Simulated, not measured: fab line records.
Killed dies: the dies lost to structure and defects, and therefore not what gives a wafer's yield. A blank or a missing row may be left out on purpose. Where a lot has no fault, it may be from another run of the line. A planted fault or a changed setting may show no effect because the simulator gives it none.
Which tool was responsible? ; flow sky130 ; 11 lots, 33 wafers sampled, at 5 steps of a route of 708

## WHAT THE GAUGES READ, wafer by wafer
SKY_LDD_P_CD_MEAS_07 targets a cd of 380 nm. Usual: cd-nm reads 380.4 nm (standard deviation 2.1).
lot;measured;on;cd-nm (nm);flag
L857;day 20 07:59;cd-sem-02;383.0 384.8 384.2;
L859;day 20 18:44;cd-sem-01;381.2 377.9 380.4;
L861;day 21 12:11;cd-sem-02;380.6 380.5 383.2;
L863;day 22 11:41;cd-sem-01;381.7 379.5 379.4;
L864;day 22 23:19;cd-sem-02;380.2 379.5 380.9;
L865;day 23 00:36;cd-sem-02;381.1 382.6 383.0;
L866;day 24 02:56;cd-sem-02;377.2 378.2 378.0;
L867;day 24 05:12;cd-sem-02;383.6 381.7 381.1;
L869;day 24 14:56;cd-sem-02;378.4 380.9 378.7;
L870;day 24 20:11;cd-sem-02;381.9 381.0 381.8;
L871;day 24 23:26;cd-sem-02;380.8 381.2 381.4;

SKY_LOCAL_INTERCONNECT_RS_MEAS_01: the measuring method here is four-point-probe. Usual: LOCAL_INTERCONNECT_TIN_RS typically reads 14.16 ohm/sq, with standard deviation 0.14.
lot;measured;on;LOCAL_INTERCONNECT_TIN_RS (ohm/sq);flag
L857;day 30 07:28;film-metro-01;14.06 14.28 14.08;
L859;day 30 19:32;film-metro-01;14.56 14.42 14.44;
L861;day 31 10:04;film-metro-02;14.06 13.97 14.02;
L863;day 32 07:38;film-metro-03;13.88 13.96 14.02;
L864;day 32 19:20;film-metro-03;14.08 14.10 14.04;
L865;day 32 20:02;film-metro-03;14.08 14.01 14.18;
L866;day 33 18:31;film-metro-03;14.14 14.14 14.21;
L867;day 33 20:26;film-metro-02;14.36 14.37 14.42;
L869;day 34 06:31;film-metro-03;13.91 13.95 13.99;
L870;day 34 10:37;film-metro-03;- - -;OFF
L871;day 34 13:26;film-metro-03;- - -;OFF

SKY_LOCAL_INTERCONNECT_THK_MEAS_02: measures by xrf. Usual: LOCAL_INTERCONNECT_TIN_THK typically reads 102.9 nm, with standard deviation 1.
lot;measured;on;LOCAL_INTERCONNECT_TIN_THK (nm);flag
L857;day 30 07:35;film-metro-01;103.7 102.2 103.9;
L859;day 30 19:37;film-metro-01;100.2 101.3 101.1;
L861;day 31 10:11;film-metro-02;102.2 103.3 103.1;
L863;day 32 07:45;film-metro-03;105.2 104.4 104.5;
L864;day 32 19:25;film-metro-03;103.8 103.9 103.8;
L865;day 32 20:08;film-metro-03;103.4 104.0 103.4;
L866;day 33 18:37;film-metro-03;103.0 102.7 102.0;
L867;day 33 20:32;film-metro-02;101.2 100.5 100.4;
L869;day 34 06:38;film-metro-03;104.6 104.1 104.8;
L870;day 34 10:43;film-metro-03;<0.0 <0.0 <0.0;OFF
L871;day 34 13:33;film-metro-03;<0.0 <0.0 <0.0;OFF

## EACH LOT AND THE TOOL THAT RAN IT (in order: tool; ch and the chambers of the sampled wafers; start)
lot;SKY_LI_CONTACT_STRIP_16;SKY_LOCAL_INTERCONNECT_SPUTTER_00
L857;plasma-asher-03 ch 0,1, day 30 06:22;pvd-sputter-01, day 30 07:24
L859;plasma-asher-03 ch 0,1, day 30 18:24;pvd-sputter-01, day 30 19:24
L861;plasma-asher-03 ch 0,1, day 31 08:58;pvd-sputter-01, day 31 10:00
L863;plasma-asher-03 ch 0,1, day 32 06:31;pvd-sputter-03, day 32 07:33
L864;plasma-asher-03 ch 0,1, day 32 18:12;pvd-sputter-03, day 32 19:12
L865;plasma-asher-04 ch 0,1, day 32 18:54;pvd-sputter-01, day 32 19:56
L866;plasma-asher-03 ch 0,1, day 33 17:23;pvd-sputter-03, day 33 18:26
L867;plasma-asher-03 ch 0,1, day 33 19:20;pvd-sputter-02, day 33 20:20
L869;plasma-asher-02 ch 0,1, day 34 05:25;pvd-sputter-02, day 34 06:27
L870;plasma-asher-04 ch 0,1, day 34 09:29;pvd-sputter-01, day 34 10:32
L871;plasma-asher-04 ch 0,1, day 34 12:19;pvd-sputter-01, day 34 13:21
- SKY_LI_CONTACT_STRIP_16: strips in O2/N2.
- SKY_LOCAL_INTERCONNECT_SPUTTER_00: material TiN, target thk 100 nm, time 83.3 s.

## AS READ BY THE TOOLS THEMSELVES (means over the sampled wafers that have a number; for cases with no such wafer, the mark the record gives instead)
SKY_LI_CONTACT_STRIP_16. Usual: drypump-motor-current-A 5.6 A, standard deviation 0.38; n2-flow-sccm 300.0 sccm, standard deviation 0.84; oes-product-au 0.376 a.u., standard deviation 0.0046; strip-time-to-endpoint-s 3.50 s, standard deviation 0.032.
lot;tool;drypump-motor-current-A (A);n2-flow-sccm (sccm);oes-product-au (a.u.);strip-time-to-endpoint-s (s);flag
L857;plasma-asher-03;5.3;299.8;0.372;3.52;
L859;plasma-asher-03;5.3;299.7;0.381;3.50;
L861;plasma-asher-03;5.3;301.0;0.375;3.48;
L863;plasma-asher-03;5.3;300.1;0.377;3.49;
L864;plasma-asher-03;5.3;300.4;0.375;3.47;
L865;plasma-asher-04;5.5;299.6;0.376;3.55;
L866;plasma-asher-03;5.4;300.8;0.382;3.52;
L867;plasma-asher-03;5.4;299.4;0.380;3.49;
L869;plasma-asher-02;5.7;299.3;0.378;3.48;
L870;plasma-asher-04;5.5;300.0;0.376;3.50;
L871;plasma-asher-04;5.7;299.5;0.378;3.49;

SKY_LOCAL_INTERCONNECT_SPUTTER_00. Usual: cathode-dc-power-W 6499.9 W, standard deviation 1.2; chamber-pressure-pa 0.4000 Pa, standard deviation 0.00091; throttle-valve-pct 30.3 %, standard deviation 0.68.
lot;tool;cathode-dc-power-W (W);chamber-pressure-pa (Pa);throttle-valve-pct (%);flag
L857;pvd-sputter-01;6500.3;0.3996;30.0;
L859;pvd-sputter-01;6499.2;0.4006;30.6;
L861;pvd-sputter-01;6501.6;0.3999;30.3;
L863;pvd-sputter-03;6500.0;0.4003;30.7;
L864;pvd-sputter-03;6500.1;0.4013;30.0;
L865;pvd-sputter-01;6499.9;0.3991;30.4;
L866;pvd-sputter-03;6499.2;0.3999;30.2;
L867;pvd-sputter-02;6498.9;0.4004;29.6;
L869;pvd-sputter-02;6500.2;0.3998;29.7;
L870;pvd-sputter-01;-;-;-;OFF
L871;pvd-sputter-01;-;-;-;OFF

## THE ANSWER, worked out from the rows above alone
Rule: lot off if the mean of its wafers having a number is beyond 3 standard deviations from the usual mean. A lot without any number at a reading at which 4 lots or more have one is off too. All remaining lots with rows at the step are treated as sound. Order of review: gauges by route order, followed by the tools' own readings, for which a lot's mean as printed above is used. The first step at which some lot is off is used, and at that step the reading that is off furthest; a lot without a number counts as furthest.
Off: at SKY_LOCAL_INTERCONNECT_RS_MEAS_01 (LOCAL_INTERCONNECT_TIN_RS), L870, L871. Without a number there: L870, L871.
If a tool, at a process step before that reading, ran all the lots that are off and no sound lot after the first of them, it fits. Not tried: the gauges at SKY_LOCAL_INTERCONNECT_RS_MEAS_01; whatever is off there is also off at SKY_LOCAL_INTERCONNECT_SPUTTER_00, on other tools, and gauge error can't account for it. Can't be told from this: 2 tools fit, plasma-asher-04 at SKY_LI_CONTACT_STRIP_16, pvd-sputter-01 at SKY_LOCAL_INTERCONNECT_SPUTTER_00.

## WHAT THE SIMULATOR HAD INSERTED
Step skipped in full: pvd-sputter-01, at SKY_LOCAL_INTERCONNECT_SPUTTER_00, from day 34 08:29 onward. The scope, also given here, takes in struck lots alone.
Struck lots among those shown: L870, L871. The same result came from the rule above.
